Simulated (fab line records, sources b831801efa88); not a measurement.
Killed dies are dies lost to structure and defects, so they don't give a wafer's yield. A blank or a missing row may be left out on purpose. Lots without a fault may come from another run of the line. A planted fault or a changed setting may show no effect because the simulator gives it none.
Which tool did it? | flow gf180mcu | 7 lots, 20 wafers sampled, at 2 steps of a route of 602

WHAT THE GAUGES READ, wafer by wafer
GF_PSD_RS_MEAS_14: measures by four-point-probe.
lot  | measured     | on            | NSD_RS (ohm/sq)
L311 | day 14 15:38 | film_metro-03 | 46.08 46.21 46.16
L313 | day 15 04:31 | film_metro-01 | 43.83 46.10 43.94
L315 | day 16 04:25 | film_metro-03 | 43.88 43.82
L324 | day 19 08:01 | film_metro-03 | 46.20 46.33 46.36
L326 | day 19 19:09 | film_metro-01 | 46.17 46.28 46.29
L329 | day 21 10:39 | film_metro-02 | 46.19 46.12 46.05
L332 | day 22 00:50 | film_metro-03 | 46.39 46.21 46.25

WHICH TOOL RAN EACH LOT (tool, then ch and the chambers of the sampled wafers, then the start)
lot  | GF_PSD_RTA_13
L311 | rtp_anneal-01 ch 0, day 14 15:32
L313 | rtp_anneal-02 ch 0, day 15 04:26
L315 | rtp_anneal-02 ch 0, day 16 04:19
L324 | rtp_anneal-02 ch 0, day 19 07:54
L326 | rtp_anneal-02 ch 0, day 19 19:04
L329 | rtp_anneal-01 ch 0, day 21 10:33
L332 | rtp_anneal-01 ch 0, day 22 00:44
- GF_PSD_RTA_13: time 20 s.

THE ANSWER, worked out from the rows above alone
Rule: what is usual is taken from the lots themselves. Put in order of their means at a reading, lots are off if they are a third of the lots or fewer, leave a main group of 4 or more, and stand apart from it by a gap of 3 or more times the standard deviation of the main group's means; of several such gaps the widest counts. A main group whose means are all the same, to the digits that the tables above print for the reading, isn't used. A lot without any number at a reading at which 4 lots or more have one is off too. The other lots that the step has rows for count as sound.
Off: L313, L315, at GF_PSD_RS_MEAS_14 (NSD_RS). The main group: mean 46.22 ohm/sq, standard deviation 0.071.
A tool fits if, at a process step before that reading, it ran every lot that is off, and no sound lot after the first of them. The gauges at GF_PSD_RS_MEAS_14 are tried like those tools. None of those tried fits.

WHAT THE SIMULATOR HAD PUT IN
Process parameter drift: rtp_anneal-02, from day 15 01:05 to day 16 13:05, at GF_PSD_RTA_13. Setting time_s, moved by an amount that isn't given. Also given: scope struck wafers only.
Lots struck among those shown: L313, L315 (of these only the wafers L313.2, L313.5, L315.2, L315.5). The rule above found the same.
